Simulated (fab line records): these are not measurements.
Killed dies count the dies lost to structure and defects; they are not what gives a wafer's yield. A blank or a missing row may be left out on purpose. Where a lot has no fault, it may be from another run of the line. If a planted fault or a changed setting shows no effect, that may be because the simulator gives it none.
2 desks, one fault / flow gf180mcu / each desk holds nothing but its own numbers, with what lay behind them at the end

== AT THE METROLOGY DESK ==
Lot by lot, what the gauges showed, no matter which tool ran the lot: averages of those sampled wafers that carry a number. Any lot whose mean is over 4 standard deviations away from the usual mean is out of limits and marked OUT; that distance is given in the brackets. It has 9 readings; the 7 that lie furthest out on some lot are the ones shown.
Columns: A = SALICIDE_TIN_RS at GF_SALICIDE_RS_MEAS_04, usual 16.4 ohm/sq; B = SALICIDE_TIN_THK at GF_SALICIDE_THK_MEAS_05, usual 19.7 nm; C = CONTACT_CVD_00_THK at GF_CONTACT_THK_MEAS_01, usual 299.3 nm; D = CONTACT_BOW at GF_CONTACT_BOW_MEAS_05, usual 66 um; E = cd_nm at GF_CONTACT_CD_MEAS_14, usual 219.8 nm; F = CONTACT_OVL at GF_CONTACT_OVL_MEAS_15, usual -3 nm; G = CONTACT_W_RS at GF_CONTACT_RS_MEAS_25, usual 0.381 ohm/sq
lot=L434; first seen here=day 16 13:35; A=16.5; B=19.6; C=294.5; D=75; E=220.6; F=3; G=0.383
lot=L435; first seen here=day 16 23:54; A=16.0; B=19.9; C=302.9; D=60; E=220.1; F=-2; G=0.383
lot=L437; first seen here=day 17 18:31; A=16.7; B=19.2; C=294.5; D=63; E=217.2; F=-8; G=0.379
lot=L446; first seen here=day 21 01:38; A=16.4; B=19.3; C=302.4; D=62; E=217.3; F=10; G=0.380
lot=L447; first seen here=day 21 06:22; A=15.8; B=20.2; C=301.4; D=62; E=222.6; F=1; G=0.378
lot=L451; first seen here=day 22 12:44; A=16.3; B=19.9; C=299.0; D=82; E=219.5; F=-10; G=0.381
This desk found nothing out of limits on any of the 6 lots.

== THE TOOL OWNER'S DESK: cmp-02 ==
The tool's own readings at GF_CONTACT_CMP_04 (polishes SiO2): means of the sampled wafers that have a number, for each lot that ran on this tool. Any lot whose mean is over 4 standard deviations away from the usual mean is out of limits and marked OUT; that distance is given in the brackets.
Columns: A = motor_current_A at GF_CONTACT_CMP_04, usual 12.3 A; B = slurry_flow_ml_min at GF_CONTACT_CMP_04, usual 150.0; C = time_to_endpoint_s at GF_CONTACT_CMP_04, usual 112 s
lot=L434; first seen here=day 16 14:23; A=12.6; B=149.9; C=104
lot=L446; first seen here=day 21 02:21; A=12.1; B=149.7; C=123
lot=L447; first seen here=day 21 07:05; A=12.3; B=150.0; C=134
This desk found nothing out of limits on any of the 3 lots.

== TAKEN TOGETHER ==
At the metrology desk, nothing out of limits was observed.
Nothing out of limits was seen by the tool owner's desk.

== WHAT HAD BEEN PUT IN BY THE SIMULATOR ==
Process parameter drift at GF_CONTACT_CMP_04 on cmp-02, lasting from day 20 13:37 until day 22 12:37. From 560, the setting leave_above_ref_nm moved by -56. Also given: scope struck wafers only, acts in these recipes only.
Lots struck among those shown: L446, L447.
